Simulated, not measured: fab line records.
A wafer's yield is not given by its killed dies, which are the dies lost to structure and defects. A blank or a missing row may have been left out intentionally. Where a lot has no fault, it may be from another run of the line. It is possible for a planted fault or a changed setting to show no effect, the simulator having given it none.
Which tool was responsible? / flow gf180mcu / Sampling: 11 lots, 33 wafers, 2 of 602 route steps

== WHAT THE GAUGES READ, wafer by wafer ==
GF_HV_LDD_CD_MEAS_19: the cd target is 400 nm.
lot=L466; measured=day 11 06:13; on=cd_sem-02; cd_nm (nm)=397.3 397.9 396.2
lot=L469; measured=day 11 21:19; on=cd_sem-02; cd_nm (nm)=399.9 402.0 400.0
lot=L470; measured=day 12 03:47; on=cd_sem-02; cd_nm (nm)=399.0 399.0 399.4
lot=L472; measured=day 12 22:08; on=cd_sem-01; cd_nm (nm)=401.4 401.2 400.8
lot=L473; measured=day 13 05:48; on=cd_sem-02; cd_nm (nm)=399.9 401.7 402.4
lot=L474; measured=day 13 12:24; on=cd_sem-02; cd_nm (nm)=- - -
lot=L483; measured=day 16 05:52; on=cd_sem-02; cd_nm (nm)=401.5 399.1 397.8
lot=L484; measured=day 16 20:26; on=cd_sem-01; cd_nm (nm)=402.6 403.1 405.5
lot=L485; measured=day 17 00:19; on=cd_sem-01; cd_nm (nm)=396.0 396.6 395.7
lot=L486; measured=day 17 09:00; on=cd_sem-02; cd_nm (nm)=404.1 403.9 401.1
lot=L488; measured=day 17 22:24; on=cd_sem-01; cd_nm (nm)=397.7 397.1 395.7

== WHICH TOOL RAN EACH LOT (tool, then ch and the chambers of the sampled wafers, then the start) ==
lot=L466; GF_HV_LDD_EXPOSE_16=iline_stepper-01 ch 0, day 10 21:11
lot=L469; GF_HV_LDD_EXPOSE_16=iline_stepper-01 ch 0, day 11 12:23
lot=L470; GF_HV_LDD_EXPOSE_16=iline_stepper-01 ch 0, day 11 18:20
lot=L472; GF_HV_LDD_EXPOSE_16=iline_stepper-02 ch 0, day 12 12:35
lot=L473; GF_HV_LDD_EXPOSE_16=iline_stepper-01 ch 0, day 12 19:35
lot=L474; GF_HV_LDD_EXPOSE_16=iline_stepper-01 ch 0, day 13 02:30
lot=L483; GF_HV_LDD_EXPOSE_16=iline_stepper-02 ch 0, day 15 19:17
lot=L484; GF_HV_LDD_EXPOSE_16=iline_stepper-01 ch 0, day 16 09:01
lot=L485; GF_HV_LDD_EXPOSE_16=iline_stepper-01 ch 0, day 16 12:35
lot=L486; GF_HV_LDD_EXPOSE_16=iline_stepper-01 ch 0, day 16 21:37
lot=L488; GF_HV_LDD_EXPOSE_16=iline_stepper-02 ch 0, day 17 10:41
- GF_HV_LDD_EXPOSE_16: exposes mask Pplus LV AREA, target cd 400 nm.

== THE ANSWER, worked out from the rows above alone ==
Rule: usual is defined by the lots themselves. The widest of any qualifying gaps counts: lots, ordered by their means at a reading, are off when they make up no more than a third of the lots, leave a main group of 4 or more, and stand apart from it by 3 or more times the standard deviation of that group's means. Not used: any main group whose means are identical at the precision the tables above print for the reading. Also off: a lot with no number at a reading for which 4 or more lots have one. Any other lot the step has rows for is counted as sound.
Off, at GF_HV_LDD_CD_MEAS_19 on cd_nm: L474. Without a number there: L474. For the main group the mean is 399.9 nm and the standard deviation 2.5.
A tool fits if, at a process step before that reading, it ran every lot that is off, and no sound lot after the first of them. The gauges at GF_HV_LDD_CD_MEAS_19 are tried like those tools. No candidate that was tried fits.

== WHAT HAD BEEN PUT IN BY THE SIMULATOR ==
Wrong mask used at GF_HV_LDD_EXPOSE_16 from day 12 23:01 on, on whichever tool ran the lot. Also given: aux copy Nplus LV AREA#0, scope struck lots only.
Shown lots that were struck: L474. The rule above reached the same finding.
